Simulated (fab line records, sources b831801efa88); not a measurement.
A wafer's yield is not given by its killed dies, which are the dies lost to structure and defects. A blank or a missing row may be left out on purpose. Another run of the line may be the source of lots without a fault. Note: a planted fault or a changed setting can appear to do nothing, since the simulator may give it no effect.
Struck lot and sound lot, side by side	flow sky130	15 steps out of a route of 708
Sound: wafers L209.2, L209.4, L209.6. Struck: wafer L213.6. (L213.1, L213.3 of the same lot were not struck and are left out.) The cause comes at the end.
Order at every step that has rows: each side's tool, ch and its chambers, its first start. Under that, the readings that differ: sound wafers	struck wafers	difference of the means	sigmas: that difference in standard deviations of wafers without a fault.
alike: a reading whose means differ by less than 2 such deviations, as well as words and numbers matching on both sides. not compared: withheld readings; readings where some wafer has no value; bounds like >300 that might hide an equal value; numbers whose values overlap and for which the record gives no deviation.
Wherever a step has rows on one side only, a row that says differs or no value, or a row with sigmas, the two part there. When numbers do not overlap yet have no deviation, they are printed without sigmas and do not part them. A reading missing from all wafers of one side parts the sides only when that side holds two or more wafers.

SKY_VIA2_CMP_02: polishes SiO2.
  sound on cmp-02 ch 1,2,3, day 36 12:30; struck on cmp-02 ch 0, day 38 10:46
  alike: edgeZonePressureFrac, motorCurrentA
SKY_VIA2_BOW_MEAS_03:
  sound on filmMetro-01, day 36 12:43; struck on filmMetro-02, day 38 11:04
  alike: VIA2_BOW
then, 8 steps without rows for these wafers: SKY_VIA2_DEHYDRATE_04 (time 60 s); SKY_VIA2_HMDS_05 (prime time 60 s); SKY_VIA2_COAT_06 (resist thk 60 nm); SKY_VIA2_COAT_07 (resist thk 450 nm); SKY_VIA2_SOFTBAKE_08 (time 90 s); SKY_VIA2_EXPOSE_09 (exposes mask VIM2, target cd 200 nm); SKY_VIA2_PEB_10; SKY_VIA2_DEVELOP_11 (develop time 60 s).
SKY_VIA2_CD_MEAS_12 targets a cd of 200 nm.
  sound on cdSem-01, day 37 15:44; struck on cdSem-02, day 39 12:13
  alike: cdNm
SKY_VIA2_OVL_MEAS_13:
  sound on overlay-01, day 37 15:51; struck on overlay-01, day 39 12:20
  alike: VIA2_OVL
SKY_VIA2_ETCH_14: etches BARC in N2/H2, stops on SiO2, time 45.9 s, target depth 60 nm.
  sound on rieDiel-04 ch 0,2,3, day 37 15:53; struck on rieDiel-01 ch 0, day 39 12:22
reading	sound	struck	difference	sigmas
biasW (W)	100.28 100.06 99.86	94.13	-5.94	-22
chamberPressureMTorr (mTorr)	30.01 30.06 30.03	29.95	-0.08	-3
  alike: drypumpMotorCurrentA, oesProductAu, throttleValvePct
  not compared: rfHoursCounterH
SKY_VIA2_ETCH_15: etches SiO2 in C4F8/O2/Ar, stops on TiN, target depth 546 nm, time 84 s.
  sound on rieDiel-04 ch 0,2,3, day 37 15:55; struck on rieDiel-01 ch 0, day 39 12:25
  alike: biasW, chamberPressureMTorr, oesProductAu
  not compared: rfHoursCounterH
following that, these wafers have no rows for 1 step: SKY_PAD_OPEN_PROBE_99.

== WHERE THEY PART ==
Only at SKY_VIA2_ETCH_14, as far as this record shows. Later steps at which nothing parts them and some readings are alike: SKY_VIA2_ETCH_15.

WHY: what had been put in by the simulator
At SKY_VIA2_ETCH_14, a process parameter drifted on rieDiel-01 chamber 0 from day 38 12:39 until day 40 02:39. The setting biasW was moved by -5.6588, starting from 100. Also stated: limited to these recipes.
